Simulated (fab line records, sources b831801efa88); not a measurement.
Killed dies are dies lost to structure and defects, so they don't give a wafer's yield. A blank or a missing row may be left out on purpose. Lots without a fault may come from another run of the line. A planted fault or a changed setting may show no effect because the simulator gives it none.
Which tool did it? | flow sfq_line | 15 lots, 45 wafers sampled, at 1 step of a route of 325

WHAT THE GAUGES READ, wafer by wafer
The record holds no reading of a measuring or inspecting step that can be judged against a usual standard deviation.

WHICH TOOL RAN EACH LOT (tool, then ch and the chambers of the sampled wafers, then the start)
lot  | SFQ_TRILAYER_I6_VIA_ETCH_VIA_ETCH_172
L161 | rie_diel-04 ch 0,2,3, day 65 21:39
L162 | rie_diel-01 ch 0,1,3, day 66 02:27
L163 | rie_diel-03 ch 0,1,2, day 66 04:51
L164 | rie_diel-04 ch 0,2, day 66 06:24
L165 | rie_diel-03 ch 2,3, day 66 15:24
L166 | rie_diel-03 ch 0,1,3, day 66 18:37
L169 | rie_diel-03 ch 2,3, day 66 23:12
L170 | rie_diel-04 ch 2,3, day 69 01:15
L172 | rie_diel-04 ch 0,2,3, day 69 03:39
L173 | rie_diel-01 ch 0,1,2, day 69 11:36
L174 | rie_diel-04 ch 1,2, day 69 16:30
L176 | rie_diel-01 ch 0,1,2, day 69 22:30
L181 | rie_diel-03 ch 1,2,3, day 70 23:42
L182 | rie_diel-01 ch 0,2,3, day 71 02:06
L184 | rie_diel-01 ch 0,2, day 71 09:18
- SFQ_TRILAYER_I6_VIA_ETCH_VIA_ETCH_172: etches SiO2 in CHF3, stops on Nb, target depth 260 nm.

WHAT THE TOOLS THEMSELVES READ (means of the sampled wafers that have a number; where no wafer has one, the mark that the record gives instead)
SFQ_TRILAYER_I6_VIA_ETCH_VIA_ETCH_172.
lot  | tool        | drypump_motor_current_A (A) | oes_product_au (a.u.) | rf_fwd_power_W (W)
L161 | rie_diel-04 | 5.7                         | 0.858                 | 498.2
L162 | rie_diel-01 | 5.9                         | 0.854                 | 497.1
L163 | rie_diel-03 | 5.3                         | 0.854                 | 498.4
L164 | rie_diel-04 | 5.8                         | 0.855                 | 499.6
L165 | rie_diel-03 | 5.8                         | 0.858                 | 499.8
L166 | rie_diel-03 | 5.3                         | 0.858                 | 496.4
L169 | rie_diel-03 | 5.8                         | 0.855                 | 497.8
L170 | rie_diel-04 | 5.5                         | 0.855                 | 418.4
L172 | rie_diel-04 | 5.7                         | 0.854                 | 418.5
L173 | rie_diel-01 | 5.7                         | 0.851                 | 497.8
L174 | rie_diel-04 | 6.4                         | 0.855                 | 417.7
L176 | rie_diel-01 | 5.7                         | 0.853                 | 497.8
L181 | rie_diel-03 | 5.7                         | 0.859                 | 497.3
L182 | rie_diel-01 | 5.9                         | 0.852                 | 498.0
L184 | rie_diel-01 | 5.7                         | 0.853                 | 496.4

THE ANSWER, worked out from the rows above alone
Rule: what is usual is taken from the lots themselves. Put in order of their means at a reading, lots are off if they are a third of the lots or fewer, leave a main group of 4 or more, and stand apart from it by a gap of 3 or more times the standard deviation of the main group's means; of several such gaps the widest counts. A main group whose means are all the same, to the digits that the tables above print for the reading, isn't used. A lot without any number at a reading at which 4 lots or more have one is off too. The other lots that the step has rows for count as sound. The gauges are gone through in route order, then the tools' own readings, and for those a lot's mean is taken as printed above. The first step at which some lot is off is used, and at that step the reading that is off furthest; a lot without a number counts as furthest.
Off: L170, L172, L174, at SFQ_TRILAYER_I6_VIA_ETCH_VIA_ETCH_172 (rf_fwd_power_W). The main group: mean 497.9 W, standard deviation 1.
A tool fits if, at that step or a process step before it, it ran every lot that is off, and no sound lot after the first of them. One fits: rie_diel-04 at SFQ_TRILAYER_I6_VIA_ETCH_VIA_ETCH_172. Its last sound lot is L164 (day 66 06:24), its first lot that is off L170 (day 69 01:15): a fault that began between those two fits.
The tool's own readings at SFQ_TRILAYER_I6_VIA_ETCH_VIA_ETCH_172 bear it out: on the lots that are off they differ by more than 5 times the standard deviation of the sound lots' means. rf_fwd_power_W reads 418.2 W there against 497.9 W on the sound lots.

WHAT THE SIMULATOR HAD PUT IN
Process parameter drift: rie_diel-04, from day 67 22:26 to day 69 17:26, at SFQ_TRILAYER_I6_VIA_ETCH_VIA_ETCH_172. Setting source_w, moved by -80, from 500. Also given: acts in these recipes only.
Lots struck among those shown: L170, L172, L174. The rule above found the same.
